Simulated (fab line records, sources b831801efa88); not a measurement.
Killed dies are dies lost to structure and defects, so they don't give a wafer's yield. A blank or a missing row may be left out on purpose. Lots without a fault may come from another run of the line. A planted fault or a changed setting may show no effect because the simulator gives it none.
fab line records | flow sfq_line
record lots=13 wafers=39 last_day=88
route steps=325 shown I6@267
lots that met no fault: from a run of the same line without faults
start_h: hours from the record's first day to the start of the lot's first wafer shown | wait_h: hours since the lot's step before | " the same as in the row above | L1.1+2: a row that stands for several wafers | - no value, or no start given | * or withheld: withheld | < > ~ a bound
route shown NAME@n: a module of which the file shows steps, and the number in the route of the first | usual: mean/standard deviation of fault-free wafers | same: alike in all rows | chamber/n: place in a boat | sites: the reading at each site | _std_site: their standard deviation | _edge_site: outer sites' mean less inner sites' | radius_mm: how far each site lies from the wafer's centre | mask NAME#n: copy n | behind: the tool/chamber that last shaped the wafer | hold: why the lot was held/for how many hours/how that ended | device: the transistor (n, p or np) that didn't switch | end of line: the same wafers' tests at the end of the route | a step without rows: its recipe alone | killed: dies lost to structure and defects at the first sort, not the wafer's yield | map: a wafer's dies, x killed, . not, _ none there
set.NAME: the setting as run; set.NAME@STEP: as run at that earlier step | model.NAME: the simulator's own value behind a step, which no gauge read
steps of the route over a sample of lots; a table a step, a row a wafer
services: from which hour (start_h, from the record's first day; less than 0 if before it) a tool's chamber was out of use, for how many hours, and why
## steps
# step SFQ_TRILAYER_I6_CMP_CMP_166
# recipe material=SiO2 down_force_psi=3 platen_rpm=60 pad_velocity_m_s=0.94248
# usual motor_current_A=10.2/1 time_to_endpoint_s=215/6.5
# columns lot.wafer tool chamber start_h wait_h motor_current_A time_to_endpoint_s
L316.4 cmp-02 1 1803.09 7.4 11.0 233
L316.1 " 3 1804.09 8.4 9.3 211
L316.5 " 1 1805.09 9.4 10.3 223
L317.3 cmp-02 1 1805.59 5.1 9.9 208
L317.1 " 0 1807.09 6.6 9.5 220
L317.5 " 1 " " 10.1 217
L318.3 cmp-01 0 1809.17 3.9 11.4 212
L318.5 " 1 " " 8.7 211
L318.6 " 2 " " 9.8 221
L319.3 cmp-02 1 1809.59 1.1 10.7 208
L319.4 " 2 " " 10.5 221
L319.6 " 0 1811.09 2.6 9.0 218
L325.3 cmp-01 3 1831.53 7.0 11.6 209
L325.4 " 0 " " 11.1 216
L325.6 " 2 1833.03 8.5 9.7 223
L327.4 cmp-02 2 1839.87 12.9 10.5 179
L327.3 " 0 1840.87 14.0 10.2 209
L327.6 " 2 1841.87 14.9 10.3 211
L328.4 cmp-01 3 1843.85 13.7 11.6 221
L328.6 " 1 1844.85 14.7 8.5 209
L328.5 " 2 " " 9.8 214
L330.3 cmp-01 2 1850.35 17.5 9.8 225
L330.5 " 3 " " 10.9 218
L330.6 " 0 " " 11.5 219
L331.1 cmp-01 3 1851.85 14.2 11.2 214
L331.4 " 1 1852.85 15.1 7.8 214
L331.2 " 2 " " 10.1 214
L334.2 cmp-01 1 1883.42 0.0 9.0 213
L334.3 " 2 " " 9.6 211
L334.6 " 1 1885.42 2.0 9.1 217
L336.1 cmp-01 1 1908.79 0.0 8.6 195
L336.2 " 2 " " 9.9 209
L336.5 " 2 1911.29 2.5 9.8 211
L338.1 cmp-01 0 1921.89 0.5 12.0 207
L338.2 " 1 " " 8.9 205
L338.4 " 2 " " 9.3 219
L339.1 cmp-02 2 1958.01 0.0 10.6 214
L339.2 " 0 1959.01 1.0 9.4 220
L339.5 " 3 1960.51 2.5 9.0 221
# step SFQ_TRILAYER_I6_METRO_MEASURE_167
# usual thk_nm=200.0/0.9
# columns lot.wafer tool chamber start_h wait_h thk_nm
L316.1 film_metro-03 - 1805.71 0.1 198.7
L316.4 " - " " 199.9
L316.5 " - " " 198.8
L317.1 film_metro-01 - 1808.71 0.1 199.4
L317.3 " - " " 198.4
L317.5 " - " " 199.0
L318.3 film_metro-02 - 1811.19 0.5 199.4
L318.5 " - " " 198.4
L318.6 " - " " 198.9
L319.3 film_metro-03 - 1812.11 0.5 200.0
L319.4 " - " " 200.5
L319.6 " - " " 200.6
L325.3 film_metro-01 - 1834.05 0.5 199.3
L325.4 " - " " 198.5
L325.6 " - " " 199.8
L327.3 film_metro-01 - 1842.89 0.5 201.3
L327.4 " - " " 250.8
L327.6 " - " " 200.9
L328.4 film_metro-01 - 1846.57 0.6 202.0
L328.5 " - " " 201.4
L328.6 " - " " 199.1
L330.3 film_metro-01 - 1852.37 0.5 199.6
L330.5 " - " " 200.6
L330.6 " - " " 200.3
L331.1 film_metro-02 - 1854.97 0.1 200.5
L331.2 " - " " 200.4
L331.4 " - " " 199.3
L334.2 film_metro-02 - 1886.74 0.3 200.5
L334.3 " - " " 201.7
L334.6 " - " " 200.9
L336.1 film_metro-03 - 1911.91 0.1 198.6
L336.2 " - " " 200.1
L336.5 " - " " 200.4
L338.1 film_metro-01 - 1924.51 0.1 199.4
L338.2 " - " " 200.1
L338.4 " - " " 201.8
L339.1 film_metro-02 - 1961.13 0.1 200.9
L339.2 " - " " 201.0
L339.5 " - " " 200.7
# step SFQ_TRILAYER_I6_VIA_ETCH_VIA_ETCH_172
# recipe target=SiO2 stop_on=Nb mask_material=PR taper_deg=20 chemistry=CHF3 target_depth_nm=260 source_w=500 bias_w=80 pressure_mtorr=30 time_s=withheld
# usual drypump_motor_current_A=5.8/0.7 oes_product_au=0.854/0.0049
# columns lot.wafer tool chamber start_h wait_h drypump_motor_current_A oes_product_au
L316.1 rie_diel-04 0 1809.24 0.0 5.4 0.862
L316.4 " 2 " " 5.5 0.860
L316.5 " 1 " " 5.3 0.849
L317.1 rie_diel-01 0 1814.48 0.0 5.3 0.854
L317.3 " 2 " " 6.8 0.847
L317.5 " 1 " " 4.8 0.853
L318.3 rie_diel-04 2 1818.83 0.0 5.5 0.855
L318.5 " 3 " " 6.6 0.848
L318.6 " 2 " " 5.5 0.848
L319.3 rie_diel-01 0 1820.03 0.0 5.3 0.857
L319.4 " 3 " " 6.7 0.856
L319.6 " 2 " " 6.7 0.860
L325.3 rie_diel-03 2 1838.03 0.0 5.3 0.852
L325.4 " 0 " " 6.3 0.853
L325.6 " 0 " " 6.3 0.862
L327.3 rie_diel-04 1 1847.69 0.0 5.3 0.862
L327.4 " 3 " " 6.6 0.969
L327.6 " 0 " " 5.3 0.852
L328.4 rie_diel-01 0 1850.09 0.0 5.3 0.861
L328.5 " 3 " " 6.8 0.854
L328.6 " 0 " " 5.3 0.845
L330.3 rie_diel-03 3 1941.81 0.0 5.9 0.853
L330.5 " 1 " " 6.6 0.852
L330.6 " 2 " " 5.3 0.851
L331.1 rie_diel-01 0 1947.77 0.0 5.3 0.860
L331.2 " 3 " " 6.8 0.850
L331.4 " 0 " " 5.3 0.851
L334.2 rie_diel-03 2 1975.01 0.0 5.3 0.848
L334.3 " 3 " " 5.9 0.860
L334.6 " 3 " " 5.9 0.855
L336.1 rie_diel-01 1 1983.41 0.0 4.7 0.853
L336.2 " 3 " " 6.7 0.860
L336.5 " 0 " " 5.3 0.857
L338.1 rie_diel-04 2 1990.61 0.0 5.5 0.853
L338.2 " 3 " " 6.6 0.859
L338.4 " 1 " " 5.3 0.852
L339.1 rie_diel-04 2 2033.48 0.0 5.5 0.857
L339.2 " 1 " " 5.3 0.850
L339.5 " 3 " " 6.7 0.855
## services
# columns tool chamber start_h hours kind
film_metro-01 - 1785.65 3.5 pm
cmp-02 - 1786.93 1.8 repair
cmp-02 - 1791.51 2.1 repair
rie_diel-01 - 1793.11 2.8 pm
rie_diel-01 3 1797.68 2.1 repair
film_metro-01 - 1797.79 0.7 pm
rie_diel-04 1 1798.58 10.6 repair
rie_diel-01 1 1800.83 5.4 repair
film_metro-01 - 1814.17 4.7 pm
film_metro-02 - 1816.27 1.8 repair
rie_diel-04 1 1821.77 6.1 repair
film_metro-02 - 1823.22 2.6 repair
cmp-02 - 1830.42 5.1 pm
film_metro-01 - 1853.17 0.9 pm
cmp-02 - 1868.99 17.2 repair
rie_diel-04 0 1869.73 4.6 repair
rie_diel-01 3 1870.06 10.9 repair
rie_diel-01 1 1888.55 1.8 repair
cmp-01 - 1937.73 4.0 pm
rie_diel-01 1 1942.32 6.1 repair
rie_diel-04 0 1982.87 3.7 repair
rie_diel-01 - 1983.96 0.4 repair
cmp-02 - 1989.94 13.0 pm
cmp-02 - 2002.91 4.2 pm
## key
first_sign step=SFQ_TRILAYER_I6_CMP_CMP_166 reading=time_to_endpoint_s direction=down sigmas=5.5 usual=* struck=*
effect step=SFQ_TRILAYER_I6_METRO_MEASURE_167 reading=thk_nm direction=up sigmas=57 usual=200.0 struck=250.8
effect step=SFQ_TRILAYER_I6_VIA_ETCH_VIA_ETCH_172 reading=oes_product_au direction=up sigmas=23 usual=0.854 struck=0.969
met_at SFQ_TRILAYER_I6_CMP_CMP_166
struck_lots L327
struck_wafers L327.4
onset_between 1809.59 1839.87
fault kind=process_parameter_drift tool=cmp-02 chamber=- onset_h=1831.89 steps=SFQ_TRILAYER_I6_CMP_CMP_166 channel=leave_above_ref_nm offset=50 shape=step end_h=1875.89 scope=struck_wafers_only acts_in=these_recipes_only stated=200
